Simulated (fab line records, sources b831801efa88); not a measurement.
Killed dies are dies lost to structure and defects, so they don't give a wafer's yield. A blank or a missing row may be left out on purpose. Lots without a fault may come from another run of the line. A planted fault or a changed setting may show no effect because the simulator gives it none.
fab line records | flow sfq_line
record lots=5 wafers=15 last_day=92
route steps=325 shown I2@117 M3@118
lots that met no fault: from a run of the same line without faults
start_h: hours from the record's first day to the start of the lot's first wafer shown | wait_h: hours since the lot's step before | " the same as in the row above | L1.1+2: a row that stands for several wafers | - no value, or no start given | * or withheld: withheld | < > ~ a bound
route shown NAME@n: a module of which the file shows steps, and the number in the route of the first | usual: mean/standard deviation of fault-free wafers | same: alike in all rows | chamber/n: place in a boat | sites: the reading at each site | _std_site: their standard deviation | _edge_site: outer sites' mean less inner sites' | radius_mm: how far each site lies from the wafer's centre | mask NAME#n: copy n | behind: the tool/chamber that last shaped the wafer | hold: why the lot was held/for how many hours/how that ended | device: the transistor (n, p or np) that didn't switch | end of line: the same wafers' tests at the end of the route | a step without rows: its recipe alone | killed: dies lost to structure and defects at the first sort, not the wafer's yield | map: a wafer's dies, x killed, . not, _ none there
set.NAME: the setting as run; set.NAME@STEP: as run at that earlier step | model.NAME: the simulator's own value behind a step, which no gauge read
lots at some steps of the route; a table a step, a row a wafer
services: from which hour (start_h, from the record's first day; less than 0 if before it) a tool's chamber was out of use, for how many hours, and why
## steps
# step SFQ_TRILAYER_I2_VIA_STRIP_SOLV_CLEAN_072
# recipe chemistry=NMP temp_c=70 time_s=600
# step SFQ_TRILAYER_M3_DEP_PRE_CLEAN_074
# recipe gas=Ar time_s=22.5 bias_v=250
# step SFQ_TRILAYER_M3_DEP_SPUTTER_073
# recipe material=Nb base_pressure_pa=1.33e-06 chamber_pressure_pa=0.1333 substrate_temp_c=20 resputter_cathode_voltage_v=400 target_thk_nm=200 power_w=2000 time_s=133.3
# usual cathode_dc_power_W=2000.0/0.38 chamber_pressure_pa=0.13328/0.00025 substrate_temp_c=20.00/0.1 throttle_valve_pct=30.1/1.2
# columns lot.wafer tool chamber start_h wait_h cathode_dc_power_W chamber_pressure_pa substrate_temp_c throttle_valve_pct
L494.2 pvd_sputter-06 - 950.14 0.0 1999.3 0.13331 20.03 31.6
L494.3 " - " " 1999.8 0.13346 20.06 29.2
L494.6 " - " " 1999.6 0.13335 20.15 30.1
L500.1 pvd_sputter-04 - 1008.13 0.0 2000.0 0.13369 20.08 27.1
L500.4 " - " " 2000.0 0.13346 19.99 29.7
L500.6 " - " " 2000.4 0.13333 19.85 30.1
L504.1 pvd_sputter-06 - 1048.92 0.0 1999.9 0.13328 19.95 29.5
L504.4 " - " " 2000.3 0.13341 20.06 30.5
L504.6 " - " " 2000.0 0.13354 19.86 30.2
L505.2 pvd_sputter-06 - 1057.32 0.0 1999.3 0.1332 20.02 30.6
L505.4 " - " " 2000.2 0.13371 20.01 30.1
L505.6 " - " " 2000.1 0.13355 19.96 29.9
L513.3 pvd_sputter-06 - 1253.91 0.0 2000.0 0.13281 19.99 31.2
L513.4 " - " " 1999.7 0.13287 19.99 29.3
L513.5 " - " " 2000.3 0.13315 19.99 30.2
# step SFQ_M3_RS_MEAS_919
# recipe thk_meas_gauge=four-point-probe reads=Nb_of_TRILAYER_M3_DEP_SPUTTER_073
# usual M3_NB_RS=0.890/0.0099
# columns lot.wafer tool chamber start_h wait_h M3_NB_RS[ohm/sq]
L494.2 film_metro-03 - 950.25 0.1 0.891
L494.3 " - " " 0.886
L494.6 " - " " 0.901
L500.1 film_metro-01 - 1008.22 0.0 0.880
L500.4 " - " " 0.891
L500.6 " - " " 0.894
L504.1 film_metro-03 - 1049.01 0.0 0.888
L504.4 " - " " 0.901
L504.6 " - " " 0.907
L505.2 film_metro-02 - 1057.43 0.1 0.889
L505.4 " - " " 0.886
L505.6 " - " " 0.893
L513.3 film_metro-02 - 1254.04 0.1 0.894
L513.4 " - " " 0.889
L513.5 " - " " 0.906
# step SFQ_TRILAYER_M3_LITHO_COAT_080
# recipe resist=BARC spin_rpm=3000 resist_thk_nm=62
# step SFQ_TRILAYER_M3_LITHO_COAT_075
# recipe resist=KrF spin_rpm=3000 resist_thk_nm=600
# step SFQ_TRILAYER_M3_LITHO_SOFTBAKE_079
# recipe temp_c=withheld time_s=withheld resist=KrF
# step SFQ_TRILAYER_M3_LITHO_EXPOSE_076
# recipe mask_id=M3 na=0.6 source_shape=conventional sigma_outer=0.65 target_cd_nm=500 dose_mj=14.4
# step SFQ_TRILAYER_M3_LITHO_PEB_078
# recipe peb_temp_c=115 peb_time_s=60 resist=KrF
# step SFQ_TRILAYER_M3_LITHO_DEVELOP_077
# recipe time_s=60 resist=KrF
# step SFQ_M3_OVL_MEAS_921
# usual M3_OVL=-3/5.4
# columns lot.wafer tool chamber start_h wait_h M3_OVL[nm]
L494.2 overlay-01 - 1091.26 0.1 -1
L494.3 " - " " -1
L494.6 " - " " -2
L500.1 overlay-01 - 1148.85 0.1 -5
L500.4 " - " " -5
L500.6 " - " " -4
L504.1 overlay-02 - 1187.82 0.1 4
L504.4 " - " " 0
L504.6 " - " " -1
L505.2 overlay-01 - 1196.11 0.1 -10
L505.4 " - " " -10
L505.6 " - " " -8
L513.3 overlay-02 - 1259.94 0.1 -14
L513.4 " - " " -9
L513.5 " - " " -15
# step SFQ_TRILAYER_M3_BARC_OPEN_METAL_ETCH_100
# recipe mask_material=PR chemistry=O2 target_depth_nm=125 target=BARC icp_w=600 bias_w=80 pressure_mtorr=10 time_s=41.7
# usual drypump_motor_current_A=5.49/0.26 oes_product_au=0.685/0.0047
# columns lot.wafer tool chamber start_h wait_h drypump_motor_current_A oes_product_au rf_hours_counter_h model.KrF_of_TRILAYER_M3_LITHO_COAT_075.thk_nm
L494.2 rie_metal-03 0 1091.29 0.0 5.93 0.689 14 523.2
L494.3 " 1 " " 5.13 0.691 - 523.5
L494.6 " 0 " " 5.93 0.690 - 521.1
L500.1 rie_metal-04 0 1148.89 0.0 5.42 0.681 68 520.2
L500.4 " 1 " " 5.51 0.696 - 523.5
L500.6 " 1 " " 5.49 0.684 - 523.3
L504.1 rie_metal-03 0 1187.85 0.0 5.92 0.688 28 521.9
L504.4 " 0 " " 5.92 0.687 - 523.1
L504.6 " 0 " " 5.93 0.681 - 523.2
L505.2 rie_metal-04 0 1196.14 0.0 5.41 0.681 74 521.8
L505.4 " 1 " " 5.51 0.680 - 525.1
L505.6 " 0 " " 5.40 0.687 - 487.5
L513.3 rie_metal-04 0 1259.99 0.0 5.38 0.677 - 522.9
L513.4 " 1 " " 5.45 0.684 - 523.2
L513.5 " 1 " " 5.46 0.685 - 525.9
# step SFQ_TRILAYER_M3_ETCH_METAL_ETCH_078
# recipe target=Nb stop_on=SiO2 mask_material=PR chemistry=Cl2/Ar target_depth_nm=240 icp_w=600 bias_w=80 pressure_mtorr=10 time_s=120
# usual drypump_motor_current_A=5.49/0.26 oes_product_au=0.894/0.0073
# columns lot.wafer tool chamber start_h wait_h drypump_motor_current_A oes_product_au rf_hours_counter_h model.KrF_of_TRILAYER_M3_LITHO_COAT_075.thk_nm
L494.2 rie_metal-03 0 1091.35 0.0 5.94 0.885 14 380.7
L494.3 " 1 " " 5.15 0.892 - 387.1
L494.6 " 0 " " 5.94 0.878 - 377.5
L500.1 rie_metal-04 0 1148.95 0.0 5.41 0.892 68 380.1
L500.4 " 1 " " 5.45 0.896 - 384.9
L500.6 " 1 " " 5.47 0.891 - 385.6
L504.1 rie_metal-03 0 1187.93 0.1 5.95 0.890 28 377.4
L504.4 " 0 " " 5.93 0.891 - 378.4
L504.6 " 0 " " 5.92 0.885 - 378.3
L505.2 rie_metal-04 0 1196.20 0.0 5.40 0.898 74 382.4
L505.4 " 1 " " 5.47 0.902 - 389.1
L505.6 " 0 " " 5.41 0.895 - 347.7
L513.3 rie_metal-04 0 1260.07 0.1 5.37 0.887 - 379.5
L513.4 " 1 " " 5.47 0.889 - 385.2
L513.5 " 1 " " 5.48 0.888 - 386.8
# step SFQ_TRILAYER_M3_STRIP_STRIP_079
# recipe gas=O2 power_w=200 platen_temp_c=40 overash_fraction=0.65 chemistry=O2 pressure_mtorr=50
# usual drypump_motor_current_A=5.50/0.26 oes_product_au=0.995/0.012 platen_temp_c=40.01/0.12
# columns lot.wafer tool chamber start_h wait_h drypump_motor_current_A oes_product_au platen_temp_c rf_hours_counter_h
L494.2 rie_metal-03 0 1091.47 0.1 5.93 1.013 39.98 14
L494.3 " 1 " " 5.16 0.980 39.99 -
L494.6 " 0 " " 5.94 1.004 40.06 -
L500.1 rie_metal-04 0 1149.07 0.1 5.39 0.993 39.89 68
L500.4 " 1 " " 5.49 0.986 40.02 -
L500.6 " 1 " " 5.48 0.983 39.89 -
L504.1 rie_metal-03 0 1188.10 0.1 5.96 1.002 39.97 28
L504.4 " 0 " " 5.93 1.022 39.94 -
L504.6 " 0 " " 5.93 1.011 39.86 -
L505.2 rie_metal-04 0 1196.33 0.1 5.37 0.994 39.93 75
L505.4 " 1 " " 5.51 0.988 40.00 -
L505.6 " 0 " " 5.39 1.000 39.99 -
L513.3 rie_metal-04 0 1260.35 0.2 5.38 1.017 40.18 -
L513.4 " 1 " " 5.48 0.980 40.04 -
L513.5 " 1 " " 5.47 0.983 40.09 -
## services
# columns tool chamber start_h hours kind
rie_metal-03 0 936.36 - clean
rie_metal-03 0 936.36 39.5 scheduled_down
rie_metal-03 0 936.36 39.5 vent_cycle
pvd_sputter-04 - 957.28 2.1 repair
rie_metal-03 1 1013.18 - clean
rie_metal-03 1 1013.18 16.9 scheduled_down
rie_metal-03 1 1013.18 16.9 vent_cycle
rie_metal-04 0 1034.08 2.8 repair
rie_metal-04 0 1041.06 2.6 repair
pvd_sputter-04 - 1052.41 1.0 repair
rie_metal-03 - 1093.07 14.6 pm
pvd_sputter-06 - 1104.66 8.3 repair
pvd_sputter-04 - 1110.59 1.6 repair
rie_metal-03 1 1124.12 4.2 repair
rie_metal-03 - 1134.75 4.3 pm
pvd_sputter-06 3 1188.28 - consumable_replace:kit
pvd_sputter-06 3 1188.28 18.0 scheduled_down
pvd_sputter-06 3 1188.28 18.0 vent_cycle
rie_metal-04 1 1202.51 1.0 repair
rie_metal-03 1 1228.27 13.3 repair
rie_metal-04 - 1234.26 1.9 repair
rie_metal-03 - 1257.21 0.5 repair
## key
first_sign none at tools or gauges
model_effect step=SFQ_TRILAYER_M3_BARC_OPEN_METAL_ETCH_100 value=KrF_of_TRILAYER_M3_LITHO_COAT_075.thk_nm without=523.9 struck=487.5
model_effect step=SFQ_TRILAYER_M3_ETCH_METAL_ETCH_078 value=KrF_of_TRILAYER_M3_LITHO_COAT_075.thk_nm without=384.2 struck=347.7
met_at SFQ_TRILAYER_M3_BARC_OPEN_METAL_ETCH_100
struck_wafers L505.6
onset_between 1148.89 1196.14
fault kind=process_parameter_drift tool=rie_metal-04 chamber=- onset_h=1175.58 steps=SFQ_TRILAYER_M3_BARC_OPEN_METAL_ETCH_100 channel=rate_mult offset=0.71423 shape=step end_h=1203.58 scope=struck_wafers_only
